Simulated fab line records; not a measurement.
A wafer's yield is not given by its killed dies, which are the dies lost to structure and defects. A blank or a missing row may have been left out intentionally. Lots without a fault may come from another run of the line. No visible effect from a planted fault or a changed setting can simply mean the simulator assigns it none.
Which of the tools did it? -- flow gf180mcu -- Sampling: 11 lots, 33 wafers, 6 of 602 route steps

== WHAT EACH GAUGE READ, for each wafer ==
GF_M4_OVL_MEAS_15.
lot,measured,on,M4_OVL (nm)
L691,day 23 02:49,overlay-02,-2 -5 1
L693,day 23 20:10,overlay-02,-5 -3 -4
L694,day 24 06:04,overlay-02,-9 -12 -11
L695,day 24 14:37,overlay-02,-3 2 0
L697,day 25 09:44,overlay-01,4 3 4
L699,day 26 05:51,overlay-02,1 -4 3
L703,day 27 17:02,overlay-01,-6 -7 -3
L704,day 28 01:55,overlay-01,-8 -4 -6
L707,day 28 17:47,overlay-01,-7 -9 -4
L713,day 30 10:05,overlay-01,-6 -6 -5
L714,day 30 15:34,overlay-01,4 6 1

GF_V5_THK_MEAS_01.
lot,measured,on,V5_CVD_00_THK (nm)
L691,day 26 01:34,film-metro-01,303.4 300.2 300.7
L693,day 26 20:13,film-metro-01,298.0 296.8 301.2
L694,day 27 01:59,film-metro-03,303.3 300.6 300.9
L695,day 27 09:19,film-metro-01,297.1 301.3 295.5
L697,day 28 03:05,film-metro-01,304.6 299.9 296.5
L699,day 28 21:35,film-metro-03,295.2 293.4 295.4
L703,day 30 06:59,film-metro-01,299.9 305.6 302.7
L704,day 30 13:59,film-metro-01,299.1 295.1 299.5
L707,day 31 05:03,film-metro-02,303.2 296.1 300.4
L713,day 32 19:34,film-metro-01,295.2 295.6 297.3
L714,day 32 22:48,film-metro-01,299.9 304.4 303.7

GF_TOP_METAL_RS_MEAS_05: a four-point-probe measurement.
lot,measured,on,TOP_METAL_ALCU_RS (ohm/sq)
L691,day 27 01:45,film-metro-01,0.0329 0.0337 0.0330
L693,day 27 19:39,film-metro-02,0.0336 0.0336 0.0333
L694,day 28 00:24,film-metro-01,0.0327 0.0334 0.0331
L695,day 28 07:36,film-metro-01,0.0325 0.0331 0.0333
L697,day 29 00:43,film-metro-01,0.0330 0.0324 0.0326
L699,day 29 18:17,film-metro-01,0.0331 0.0329 0.0330
L703,day 31 02:58,film-metro-01,0.0330 0.0328 0.0329
L704,day 31 09:31,film-metro-01,0.0327 0.0475 0.0473 0.0326 0.0476 0.0474
L707,day 32 01:11,film-metro-02,0.0333 0.0487 0.0475 0.0334 0.0486 0.0475
L713,day 33 14:10,film-metro-04,0.0331 0.0332 0.0331
L714,day 33 17:09,film-metro-01,0.0330 0.0328 0.0324

GF_TOP_METAL_THK_MEAS_06: measures by xrf.
lot,measured,on,TOP_METAL_ALCU_THK (nm)
L691,day 27 01:52,film-metro-01,925 902 923
L693,day 27 19:46,film-metro-02,903 909 914
L694,day 28 00:31,film-metro-01,921 906 915
L695,day 28 07:43,film-metro-01,930 912 908
L697,day 29 00:50,film-metro-01,917 929 922
L699,day 29 18:23,film-metro-01,914 918 914
L703,day 31 03:03,film-metro-01,915 926 917
L704,day 31 18:25,film-metro-01,927 633 638 928 639 641
L707,day 32 03:07,film-metro-02,917 626 643 912 628 644
L713,day 33 14:16,film-metro-04,915 910 917
L714,day 33 17:16,film-metro-01,918 926 938

== WHAT TOOL EACH LOT RAN ON (gives the tool, then ch and the chambers of the sampled wafers, and finally the start) ==
lot,GF_M3_STRIP_17,GF_TOP_METAL_SPUTTER_02
L691,"plasma-asher-03 ch 0,1, day 21 02:17","pvd-sputter-01, day 27 01:40"
L693,"plasma-asher-02 ch 0,1, day 21 19:20","pvd-sputter-04, day 27 19:32"
L694,"plasma-asher-03 ch 0,1, day 22 06:33","pvd-sputter-03, day 28 00:19"
L695,"plasma-asher-02 ch 0,1, day 22 15:12","pvd-sputter-03, day 28 07:31"
L697,"plasma-asher-03 ch 0,1, day 23 12:02","pvd-sputter-03, day 29 00:37"
L699,"plasma-asher-04 ch 0,1, day 24 08:31","pvd-sputter-01, day 29 18:10"
L703,"plasma-asher-03 ch 0,1, day 25 22:25","pvd-sputter-03, day 31 02:49"
L704,"plasma-asher-03 ch 0,1, day 26 05:39","pvd-sputter-01, day 31 09:26"
L707,"plasma-asher-03 ch 0,1, day 27 00:22","pvd-sputter-01, day 32 01:05"
L713,"plasma-asher-04 ch 0,1, day 28 17:43","pvd-sputter-03, day 33 14:02"
L714,"plasma-asher-04 ch 0,1, day 28 23:19","pvd-sputter-04, day 33 17:04"
- GF_M3_STRIP_17: strips in O2/N2.
- GF_TOP_METAL_SPUTTER_02: material AlCu, target thk 900 nm, time 47.82 s.

== AS READ BY THE TOOLS THEMSELVES (means over the sampled wafers that have a number; for cases with no such wafer, the mark the record gives instead) ==
GF_M3_STRIP_17.
lot,tool,drypump-motor-current-A (A),heater-power-w (W),oes-product-au (a.u.),strip-time-to-endpoint-s (s)
L691,plasma-asher-03,5.8,359,0.543,7.38
L693,plasma-asher-02,6.1,371,0.536,7.36
L694,plasma-asher-03,5.8,358,0.534,7.35
L695,plasma-asher-02,6.1,372,0.531,7.36
L697,plasma-asher-03,5.7,364,0.537,7.33
L699,plasma-asher-04,5.4,284,0.541,7.41
L703,plasma-asher-03,5.8,362,0.536,7.37
L704,plasma-asher-03,5.8,361,0.539,7.40
L707,plasma-asher-03,5.7,365,0.539,7.43
L713,plasma-asher-04,5.4,286,0.535,7.38
L714,plasma-asher-04,5.4,284,0.541,7.44

GF_TOP_METAL_SPUTTER_02.
lot,tool,cathode-dc-power-W (W),substrate-temp-c (C),throttle-valve-pct (%)
L691,pvd-sputter-01,10601,250.05,30.3
L693,pvd-sputter-04,10601,250.07,30.4
L694,pvd-sputter-03,10600,250.12,29.9
L695,pvd-sputter-03,10601,250.00,30.7
L697,pvd-sputter-03,10602,250.06,30.1
L699,pvd-sputter-01,10599,250.02,30.4
L703,pvd-sputter-03,10601,250.09,30.3
L704,pvd-sputter-01,10599,250.06,30.1
L707,pvd-sputter-01,10601,249.93,30.1
L713,pvd-sputter-03,10599,250.09,30.0
L714,pvd-sputter-04,10601,250.05,30.5

== THE ANSWER, worked out from the rows above alone ==
Rule: what is usual is taken from the lots themselves. Put in order of their means at a reading, lots are off if they are a third of the lots or fewer, leave a main group of 4 or more, and stand apart from it by a gap of 3 or more times the standard deviation of the main group's means; of several such gaps the widest counts. A main group is skipped when, at the precision printed for the reading in the tables above, its means are all equal. Also off: a lot with no number at a reading for which 4 or more lots have one. The other lots that the step has rows for count as sound. The gauges are gone through in route order, then the tools' own readings, and for those a lot's mean is taken as printed above. The first step at which some lot is off is used, and at that step the reading that is off furthest; a lot without a number counts as furthest.
Off: L704, L707, at GF_TOP_METAL_RS_MEAS_05 (TOP_METAL_ALCU_RS). For the main group the mean is 0.0330 ohm/sq and the standard deviation 0.00024.
If a tool, at a process step before that reading, ran all the lots that are off and no sound lot after the first of them, it fits. Gauges at GF_TOP_METAL_RS_MEAS_05: tried the same way as those tools. 2 tools fit, plasma-asher-03 at GF_M3_STRIP_17 and pvd-sputter-01 at GF_TOP_METAL_SPUTTER_02, so this cannot tell which one it is.

== WHAT THE SIMULATOR HAD INSERTED ==
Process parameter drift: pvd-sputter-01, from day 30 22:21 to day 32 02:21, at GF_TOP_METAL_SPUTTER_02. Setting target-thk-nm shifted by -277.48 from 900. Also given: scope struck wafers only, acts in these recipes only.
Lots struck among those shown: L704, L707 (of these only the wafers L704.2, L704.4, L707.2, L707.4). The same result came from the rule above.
